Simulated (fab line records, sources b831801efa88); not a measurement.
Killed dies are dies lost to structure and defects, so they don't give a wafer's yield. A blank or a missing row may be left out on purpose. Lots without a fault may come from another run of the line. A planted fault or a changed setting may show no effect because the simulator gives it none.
fab line records | flow sky130
record lots=6 wafers=18 last_day=50
route steps=708 shown VT_ADJUST_LVTN@116 VT_ADJUST_NCORE@119 PAD_OPEN@708
lots that met no fault: from a run of the same line without faults
start_h: hours from the record's first day to the start of the lot's first wafer shown | wait_h: hours since the lot's step before | " the same as in the row above | L1.1+2: a row that stands for several wafers | - no value, or no start given | * or withheld: withheld | < > ~ a bound
route shown NAME@n: a module of which the file shows steps, and the number in the route of the first | usual: mean/standard deviation of fault-free wafers | same: alike in all rows | chamber/n: place in a boat | sites: the reading at each site | _std_site: their standard deviation | _edge_site: outer sites' mean less inner sites' | radius_mm: how far each site lies from the wafer's centre | mask NAME#n: copy n | behind: the tool/chamber that last shaped the wafer | hold: why the lot was held/for how many hours/how that ended | device: the transistor (n, p or np) that didn't switch | end of line: the same wafers' tests at the end of the route | a step without rows: its recipe alone | killed: dies lost to structure and defects at the first sort, not the wafer's yield | map: a wafer's dies, x killed, . not, _ none there
set.NAME: the setting as run; set.NAME@STEP: as run at that earlier step | model.NAME: the simulator's own value behind a step, which no gauge read
lots at some steps of the route; a table a step, a row a wafer
services: from which hour (start_h, from the record's first day; less than 0 if before it) a tool's chamber was out of use, for how many hours, and why
## steps
# step SKY_VT_ADJUST_LVTN_IMPLANT_19
# recipe species=B energy_kev=30 dose_cm2=6.5e+11 tilt_deg=withheld
# step SKY_VT_ADJUST_LVTN_STRIP_20
# recipe chemistry=O2/N2 power_w=1400 pressure_mtorr=1500 platen_temp_c=withheld o2_flow_sccm=3000 n2_flow_sccm=300 overash_fraction=0.5
# usual drypump_motor_current_A=5.7/0.33 oes_product_au=0.715/0.0045 strip_time_to_endpoint_s=14.18/0.046
# columns lot.wafer tool chamber start_h wait_h drypump_motor_current_A oes_product_au rf_hours_counter_h strip_time_to_endpoint_s
L429.2 plasma_asher-01 1 206.74 0.1 5.7 0.717 9 14.18
L429.3 " 0 " " 5.8 0.716 - 14.11
L429.6 " 1 " " 5.7 0.707 - 14.17
L431.1 plasma_asher-04 0 217.72 0.1 5.3 0.724 51 14.19
L431.3 " 1 " " 5.7 0.717 - 14.16
L431.5 " 1 " " 5.6 0.710 - 14.15
L439.1 plasma_asher-01 0 269.13 0.1 5.7 0.709 15 14.16
L439.3 " 1 " " 5.7 0.721 - 14.21
L439.6 " 0 " " 5.8 0.714 - 14.17
L440.3 plasma_asher-01 1 275.32 0.1 5.7 0.714 - 14.14
L440.5 " 1 " " 5.7 0.714 - 14.17
L440.6 " 0 " " 5.8 0.727 - 14.18
L441.4 plasma_asher-02 1 281.82 0.1 5.3 0.713 - 14.16
L441.5 " 1 " " 5.2 0.716 - 14.14
L441.6 " 0 " " 6.4 0.714 - 14.21
L446.2 plasma_asher-01 0 325.11 0.1 5.8 0.716 20 14.20
L446.5 " 1 " " 5.7 0.714 - 14.16
L446.6 " 0 " " 5.8 0.723 - 14.19
# step SKY_VT_ADJUST_LVTN_TW_MEAS_21
# usual VT_ADJUST_LVTN_2_TW=187.6/2.4
# columns lot.wafer tool chamber start_h wait_h VT_ADJUST_LVTN_2_TW
L429.2 film_metro-02 - 206.85 0.1 183.7
L429.3 " - " " 182.3
L429.6 " - " " 182.8
L431.1 film_metro-04 - 217.82 0.1 188.4
L431.3 " - " " 189.1
L431.5 " - " " 189.3
L439.1 film_metro-04 - 269.23 0.1 187.9
L439.3 " - " " 187.2
L439.6 " - " " 187.1
L440.3 film_metro-02 - 275.40 0.1 185.2
L440.5 " - " " 184.5
L440.6 " - " " 184.8
L441.4 film_metro-01 - 281.91 0.1 190.1
L441.5 " - " " 190.2
L441.6 " - " " 189.6
L446.2 film_metro-04 - 325.22 0.1 187.5
L446.5 " - " " 187.2
L446.6 " - " " 185.3
# step SKY_VT_ADJUST_NCORE_DEHYDRATE_00
# recipe temp_c=200 time_s=60
# step SKY_VT_ADJUST_NCORE_HMDS_01
# recipe prime_time_s=60 prime_temp_c=120
# step SKY_VT_ADJUST_NCORE_COAT_02
# recipe resist=NOVOLAK spin_rpm=3000 resist_thk_nm=1140
# step SKY_VT_ADJUST_NCORE_SOFTBAKE_03
# recipe temp_c=90 time_s=60 resist=NOVOLAK
# step SKY_VT_ADJUST_NCORE_EXPOSE_04
# recipe mask_id=LVTN_COMPLEMENT_THIN na=0.6 source_shape=conventional sigma_outer=0.6 polarization=unpolarized target_cd_nm=380 dose_mj=139
# step SKY_VT_ADJUST_NCORE_PEB_05
# recipe temp_c=withheld time_s=* resist=NOVOLAK
# step SKY_VT_ADJUST_NCORE_DEVELOP_06
# recipe resist=NOVOLAK developer=TMAH develop_time_s=60 dev_temp_c=23
# step SKY_VT_ADJUST_NCORE_CD_MEAS_07
# recipe target_cd_nm=380
# usual cd_nm=381.0/2.6
# columns lot.wafer tool chamber start_h wait_h cd_nm
L429.2 cd_sem-01 - 229.14 0.1 384.1
L429.3 " - " " 381.4
L429.6 " - " " 382.6
L431.1 cd_sem-02 - 240.60 0.1 383.9
L431.3 " - " " 385.2
L431.5 " - " " 384.5
L439.1 cd_sem-01 - 294.07 0.1 380.7
L439.3 " - " " 383.2
L439.6 " - " " 380.1
L440.3 cd_sem-02 - 300.26 0.1 380.7
L440.5 " - " " 379.8
L440.6 " - " " 380.7
L441.4 cd_sem-01 - 307.34 0.1 385.3
L441.5 " - " " 382.6
L441.6 " - " " 383.2
L446.2 cd_sem-01 - 352.37 0.1 378.2
L446.5 " - " " 378.6
L446.6 " - " " 378.0
# step SKY_VT_ADJUST_NCORE_OVL_MEAS_08
# usual VT_ADJUST_NCORE_OVL=-0.8/1.4
# columns lot.wafer tool chamber start_h wait_h VT_ADJUST_NCORE_OVL[nm]
L429.2 overlay-01 - 229.24 0.1 -1.3
L429.3 " - " " 0.9
L429.6 " - " " -0.2
L431.1 overlay-01 - 240.72 0.1 -1.4
L431.3 " - " " -1.2
L431.5 " - " " -2.4
L439.1 overlay-01 - 294.19 0.1 -1.9
L439.3 " - " " -1.0
L439.6 " - " " -0.7
L440.3 overlay-02 - 300.35 0.1 0.5
L440.5 " - " " -1.5
L440.6 " - " " -2.0
L441.4 overlay-01 - 307.42 0.1 -1.6
L441.5 " - " " -3.0
L441.6 " - " " -3.4
L446.2 overlay-02 - 352.47 0.1 -0.6
L446.5 " - " " 1.6
L446.6 " - " " -0.3
# step SKY_VT_ADJUST_NCORE_IMPLANT_09
# recipe species=B energy_kev=10 dose_cm2=2.4e+12 tilt_deg=withheld
# usual beam_energy_keV=10.000/0.0028 beam_on_s=10.01/0.2 end_station_pressure_torr=4.99e-06/2.6e-07 faraday_current_uA=13.52/0.27
# columns lot.wafer tool chamber start_h wait_h beam_energy_keV beam_on_s end_station_pressure_torr faraday_current_uA
L429.2 implanter-03 0 229.30 0.0 10.005 9.83 4.96e-06 13.72
L429.3 " 0 " " 10.002 10.21 4.85e-06 13.25
L429.6 " 0 " " 10.001 9.94 4.63e-06 13.63
L431.1 implanter-01 0 240.75 0.0 9.9979 10.24 4.87e-06 13.23
L431.3 " 0 " " 9.9989 9.89 4.9e-06 13.68
L431.5 " 0 " " 9.9988 10.15 4.86e-06 13.38
L439.1 implanter-01 0 294.22 0.0 10.003 12.07 9.03e-05 11.22
L439.3 " 0 " " 9.9959 11.50 9.371e-05 11.81
L439.6 " 0 " " 10.001 12.04 9.258e-05 11.28
L440.3 implanter-03 0 300.42 0.1 10.002 9.73 5.17e-06 13.85
L440.5 " 0 " " 10.004 9.81 4.53e-06 13.86
L440.6 " 0 " " 10.004 9.87 5.22e-06 13.67
L441.4 implanter-01 0 307.51 0.1 9.9992 12.22 8.846e-05 11.12
L441.5 " 0 " " 9.9996 11.70 9.083e-05 11.55
L441.6 " 0 " " 10.002 11.50 8.938e-05 11.77
L446.2 implanter-04 0 352.53 0.0 10.002 9.97 5.09e-06 13.60
L446.5 " 0 " " 9.9963 9.84 4.74e-06 13.76
L446.6 " 0 " " 9.9980 9.75 4.48e-06 13.83
# step SKY_VT_ADJUST_NCORE_STRIP_10
# recipe chemistry=O2/N2 power_w=1400 pressure_mtorr=1500 platen_temp_c=withheld o2_flow_sccm=3000 n2_flow_sccm=300 overash_fraction=0.5
# usual drypump_motor_current_A=5.7/0.35 oes_product_au=0.715/0.0044 strip_time_to_endpoint_s=14.18/0.036
# columns lot.wafer tool chamber start_h wait_h drypump_motor_current_A oes_product_au rf_hours_counter_h strip_time_to_endpoint_s
L429.2 plasma_asher-04 1 229.42 0.1 5.6 0.720 52 14.17
L429.3 " 0 " " 5.3 0.714 - 14.14
L429.6 " 1 " " 5.6 0.708 - 14.18
L431.1 plasma_asher-03 1 240.90 0.1 5.7 0.711 43 14.16
L431.3 " 0 " " 6.0 0.716 - 14.17
L431.5 " 1 " " 5.7 0.711 - 14.20
L439.1 plasma_asher-03 1 294.37 0.1 5.7 0.709 48 14.18
L439.3 " 1 " " 5.7 0.715 - 14.17
L439.6 " 0 " " 6.0 0.706 - 14.18
L440.3 plasma_asher-04 0 300.56 0.1 5.3 0.718 - 14.20
L440.5 " 0 " " 5.3 0.710 - 14.15
L440.6 " 1 " " 5.6 0.701 - 14.17
L441.4 plasma_asher-03 0 307.62 0.1 6.0 0.720 - 14.16
L441.5 " 1 " " 5.7 0.714 - 14.18
L441.6 " 0 " " 6.0 0.720 - 14.18
L446.2 plasma_asher-02 0 352.65 0.1 6.4 0.717 68 14.23
L446.5 " 0 " " 6.3 0.717 - 14.20
L446.6 " 1 " " 5.2 0.717 - 14.16
# step SKY_VT_ADJUST_NCORE_TW_MEAS_11
# usual VT_ADJUST_NCORE_TW=217.7/2
# columns lot.wafer tool chamber start_h wait_h hold VT_ADJUST_NCORE_TW
L429.2 film_metro-03 - 229.53 0.1 - 219.8
L429.3 " - " " - 220.0
L429.6 " - " " - 219.6
L431.1 film_metro-02 - 241.00 0.1 - 214.9
L431.3 " - " " - 213.8
L431.5 " - " " - 214.8
L439.1 film_metro-04 - 294.47 0.1 await_dispo/0.2h/release 230.6
L439.3 " - " " await_dispo/0.2h/release 231.1
L439.6 " - " " await_dispo/0.2h/release 231.7
L439.1 film_metro-04 - 294.70 0.2 - 230.6
L439.3 " - " " - 230.2
L439.6 " - " " - 232.0
L440.3 film_metro-02 - 300.64 0.1 - 215.2
L440.5 " - " " - 216.7
L440.6 " - " " - 216.2
L441.4 film_metro-04 - 307.71 0.1 await_dispo/0.2h/release 229.5
L441.5 " - " " await_dispo/0.2h/release 231.0
L441.6 " - " " await_dispo/0.2h/release 231.6
L441.4 film_metro-04 - 307.94 0.2 - 230.8
L441.5 " - " " - 230.5
L441.6 " - " " - 230.9
L446.2 film_metro-03 - 352.76 0.1 - 221.0
L446.5 " - " " - 219.8
L446.6 " - " " - 220.8
# step SKY_PAD_OPEN_PROBE_99
# usual killed_at_M0_to_M3=43/7.1 killed_at_M4_up=3.3/2 killed_at_contacts=24/5.1 killed_at_front_end=15/4.6 killed_at_other=0.3/0.6 killed_dies=86/9.6 killed_open=46/7.3 killed_short=39/6.7
# same gross_dies=492 killed_at_back_side=0
# columns lot.wafer tool chamber start_h wait_h killed_at_M0_to_M3 killed_at_M4_up killed_at_contacts killed_at_front_end killed_at_other killed_dies killed_open killed_short model.etest.nfet_16v.r_on_ohm_um model.etest.pfet_16v.r_on_ohm_um model.etest.pfet_g5v0d10v5.r_on_ohm_um model.etest.tip_p.rs_ohm_sq model.etest.res_pwell_under_gate.rs_ohm_sq model.etest.nfet_g5v0d10v5.r_on_ohm_um model.etest.tip_p_5v.rs_ohm_sq model.etest.tip_n_5v.rs_ohm_sq
L429.2 prober-01 - 1119.72 0.1 37 0 21 16 0 74 42 32 1.398e+04 1.508e+04 4756 6796 2290 1867 2867 1381
L429.3 prober-01 - 1119.77 0.2 40 1 25 15 0 81 42 38 1.409e+04 1.546e+04 4845 6794 2289 1904 2849 1383
L429.6 prober-01 - 1119.92 0.2 41 4 24 10 0 79 34 44 1.387e+04 1.507e+04 4724 6783 2282 1850 2856 1387
L431.1 prober-01 - 1136.40 0.1 40 0 30 15 1 86 50 36 1.397e+04 1.523e+04 4709 6888 2281 1875 2866 1408
L431.3 prober-01 - 1136.50 0.2 43 3 29 16 0 91 48 43 1.413e+04 1.526e+04 4734 6809 2275 1918 2851 1409
L431.5 prober-01 - 1136.60 0.2 42 4 32 13 0 91 48 43 1.415e+04 1.547e+04 4754 6910 2295 1878 2865 1411
L439.1 prober-01 - 1168.58 0.1 35 6 21 29 0 91 51 40 1.505e+04 1.492e+04 4551 6763 2227 1921 2837 1409
L439.3 prober-01 - 1168.68 0.2 46 5 15 17 0 83 45 36 1.493e+04 1.469e+04 4544 6772 2220 1912 2819 1400
L439.6 prober-01 - 1168.83 0.2 33 0 24 22 0 79 42 37 1.496e+04 1.49e+04 4593 6792 2229 1948 2832 1402
L440.3 prober-02 - 1174.48 0.2 42 1 16 18 1 78 45 31 1.414e+04 1.512e+04 4740 6935 2280 1892 2869 1403
L440.5 prober-02 - 1174.58 0.2 39 9 17 19 0 84 43 41 1.384e+04 1.49e+04 4770 6946 2280 1892 2844 1396
L440.6 prober-02 - 1174.63 0.2 46 1 32 10 0 89 54 35 1.407e+04 1.508e+04 4767 6874 2247 1892 2845 1398
L441.4 prober-01 - 1177.98 0.2 36 2 18 22 0 78 48 30 1.49e+04 1.463e+04 4544 6694 2243 1954 2817 1398
L441.5 prober-01 - 1178.03 0.2 41 4 22 30 0 97 49 48 1.493e+04 1.47e+04 4588 6746 2252 1963 2797 1393
L441.6 prober-01 - 1178.08 0.2 36 3 20 15 0 74 45 29 1.503e+04 1.475e+04 4552 6743 2240 1933 2810 1390
L446.2 prober-02 - 1202.70 0.1 47 3 24 16 1 91 49 41 1.398e+04 1.513e+04 4675 6859 2314 1870 2859 1384
L446.5 prober-02 - 1202.85 0.2 48 7 18 11 0 84 49 35 1.412e+04 1.524e+04 4692 6849 2279 1869 2853 1396
L446.6 prober-02 - 1202.90 0.2 42 5 25 15 0 87 45 42 1.414e+04 1.542e+04 4715 6797 2297 1862 2860 1388
# killed by level:class
L429.2 VIA1:geometric_particle:open=11 VIA3:geometric_particle:open=7 CONTACT:geometric_particle:open=6 LOCAL_INTERCONNECT:geometric_particle:short=5 CONTACT:geometric_particle:short=5 FIELD_ISO:geometric_particle:short=4 POLY_GATE:geometric_particle:open=4 VIA1:geometric_particle:short=4
L429.3 VIA1:geometric_particle:open=14 CONTACT:geometric_particle:open=10 METAL2:geometric_particle:short=7 VIA3:geometric_particle:open=6 FIELD_ISO:geometric_particle:short=5 POLY_GATE:geometric_particle:short=5 LI_CONTACT:geometric_particle:open=5 VIA1:geometric_particle:short=5
L429.6 METAL2:geometric_particle:short=9 VIA1:geometric_particle:open=8 CONTACT:geometric_particle:open=8 VIA3:geometric_particle:open=7 METAL1:geometric_particle:short=6 CONTACT:geometric_particle:short=6 POLY_GATE:geometric_particle:short=4 LI_CONTACT:geometric_particle:open=4
L431.1 CONTACT:geometric_particle:open=9 VIA2:geometric_particle:open=8 LI_CONTACT:geometric_particle:open=7 LOCAL_INTERCONNECT:geometric_particle:short=7 VIA3:geometric_particle:open=6 VIA1:geometric_particle:open=6 FIELD_ISO:geometric_particle:open=5 METAL2:geometric_particle:short=5
L431.3 CONTACT:geometric_particle:open=15 VIA3:geometric_particle:open=8 LOCAL_INTERCONNECT:geometric_particle:short=7 VIA1:geometric_particle:open=6 METAL3:geometric_particle:short=6 POLY_GATE:geometric_particle:open=5 VIA2:geometric_particle:short=5 POLY_GATE:geometric_particle:short=4
L431.5 CONTACT:geometric_particle:open=14 VIA1:geometric_particle:open=9 LI_CONTACT:geometric_particle:open=7 METAL1:geometric_particle:short=6 VIA3:geometric_particle:short=6 LI_CONTACT:geometric_particle:short=6 FIELD_ISO:geometric_particle:open=5 METAL2:geometric_particle:short=5
L439.1 FIELD_ISO:geometric_particle:open=11 VIA1:geometric_particle:open=9 CONTACT:geometric_particle:open=7 FIELD_ISO:geometric_particle:short=5 LI_CONTACT:geometric_particle:short=5 POLY_GATE:geometric_particle:short=5 VIA2:geometric_particle:open=5 CONTACT:geometric_particle:short=4
L439.3 LI_CONTACT:geometric_particle:open=8 VIA1:geometric_particle:short=8 VIA1:geometric_particle:open=8 VIA3:geometric_particle:open=6 FIELD_ISO:geometric_particle:short=5 VIA2:geometric_particle:open=5 POLY_GATE:geometric_particle:open=4 CONTACT:geometric_particle:open=4
L439.6 LI_CONTACT:geometric_particle:open=8 FIELD_ISO:geometric_particle:open=7 LOCAL_INTERCONNECT:geometric_particle:short=7 VIA1:geometric_particle:open=6 VIA2:geometric_particle:open=6 FIELD_ISO:geometric_particle:short=5 VIA3:geometric_particle:open=5 POLY_GATE:geometric_particle:short=4
L440.3 VIA1:geometric_particle:open=7 VIA2:geometric_particle:open=7 FIELD_ISO:geometric_particle:open=6 METAL1:geometric_particle:short=6 VIA3:geometric_particle:open=6 CONTACT:geometric_particle:open=5 METAL2:geometric_particle:short=5 LI_CONTACT:geometric_particle:short=4
L440.5 VIA1:geometric_particle:open=8 METAL4:geometric_particle:short=6 CONTACT:geometric_particle:open=6 VIA3:geometric_particle:open=6 VIA2:geometric_particle:open=5 METAL2:geometric_particle:short=4 SPACER:geometric_particle:open=4 SPACER:geometric_particle:short=4
L440.6 CONTACT:geometric_particle:open=13 VIA1:geometric_particle:open=9 VIA2:geometric_particle:open=8 LI_CONTACT:geometric_particle:open=7 VIA3:geometric_particle:open=6 METAL1:geometric_particle:short=5 VIA1:geometric_particle:short=5 CONTACT:geometric_particle:short=4
L441.4 CONTACT:geometric_particle:open=12 VIA2:geometric_particle:open=9 METAL1:geometric_particle:short=8 POLY_GATE:geometric_particle:open=6 POLY_GATE:geometric_particle:short=5 VIA3:geometric_particle:open=5 FIELD_ISO:geometric_particle:open=4 LI_CONTACT:geometric_particle:open=4
L441.5 FIELD_ISO:geometric_particle:short=10 VIA2:geometric_particle:open=8 VIA1:geometric_particle:open=8 FIELD_ISO:geometric_particle:open=7 LI_CONTACT:geometric_particle:open=7 CONTACT:geometric_particle:short=6 POLY_GATE:geometric_particle:short=5 METAL2:geometric_particle:short=5
L441.6 VIA1:geometric_particle:open=9 VIA2:geometric_particle:open=8 VIA3:geometric_particle:open=6 CONTACT:geometric_particle:short=5 FIELD_ISO:geometric_particle:open=4 POLY_GATE:geometric_particle:open=4 LI_CONTACT:geometric_particle:open=4 LOCAL_INTERCONNECT:geometric_particle:short=4
L446.2 VIA3:geometric_particle:open=12 CONTACT:geometric_particle:open=8 VIA1:geometric_particle:open=7 POLY_GATE:geometric_particle:short=6 METAL1:geometric_particle:short=6 VIA3:geometric_particle:short=6 CONTACT:geometric_particle:short=5 LOCAL_INTERCONNECT:geometric_particle:open=4
L446.5 VIA1:geometric_particle:open=14 VIA3:geometric_particle:open=12 VIA3:geometric_particle:short=7 CONTACT:geometric_particle:open=6 FIELD_ISO:geometric_particle:short=5 VIA2:geometric_particle:open=5 METAL4:geometric_particle:short=5 LI_CONTACT:geometric_particle:open=4
L446.6 LI_CONTACT:geometric_particle:open=11 METAL1:geometric_particle:short=8 VIA1:geometric_particle:open=7 CONTACT:geometric_particle:open=6 METAL2:geometric_particle:short=6 VIA2:geometric_particle:open=5 CONTACT:geometric_particle:short=5 VIA3:geometric_particle:open=5
## services
# columns tool chamber start_h hours kind
implanter-04 - 195.83 4.4 repair
implanter-01 - 214.53 4.1 pm
implanter-01 - 221.34 1.4 repair
plasma_asher-04 - 234.59 5.4 repair
plasma_asher-03 - 295.75 0.7 repair
plasma_asher-01 - 297.31 3.7 repair
implanter-01 - 332.82 1.0 repair
implanter-01 - 347.59 26.1 pm
## key
first_sign step=SKY_VT_ADJUST_NCORE_IMPLANT_09 reading=end_station_pressure_torr direction=up sigmas=99+ usual=4.99e-06 struck=9.087e-05
effect step=SKY_VT_ADJUST_NCORE_IMPLANT_09 reading=beam_on_s direction=up sigmas=9.2 usual=10.01 struck=11.84
effect step=SKY_VT_ADJUST_NCORE_TW_MEAS_11 reading=visit direction=added
effect step=SKY_VT_ADJUST_NCORE_TW_MEAS_11 reading=VT_ADJUST_NCORE_TW direction=up sigmas=6.8 usual=217.7 struck=230.9
model_effect step=SKY_PAD_OPEN_PROBE_99 value=etest.nfet_16v.r_on_ohm_um without=1.409e+04 struck=1.497e+04
met_at SKY_VT_ADJUST_NCORE_IMPLANT_09
struck_wafers L439.1,L439.3,L439.6,L441.4,L441.5,L441.6
tester_left_out L439,L441
onset_between 240.75 294.22
fault kind=process_parameter_drift tool=implanter-01 chamber=- onset_h=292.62 steps=SKY_VT_ADJUST_NCORE_IMPLANT_09 channel=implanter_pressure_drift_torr offset=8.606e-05 shape=step end_h=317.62
fault kind=process_parameter_drift tool=implanter-01 chamber=- onset_h=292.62 steps=SKY_VT_ADJUST_NCORE_IMPLANT_09 channel=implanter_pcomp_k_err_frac offset=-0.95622 shape=step end_h=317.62
# tester_left_out: of these lots the tester's yield and bins aren't shown, on N5 and GAA mostly nor the transistor test; their killed dies are dies lost to structure and defects alone, not to doping, threshold or leakage, so they don't give the yield
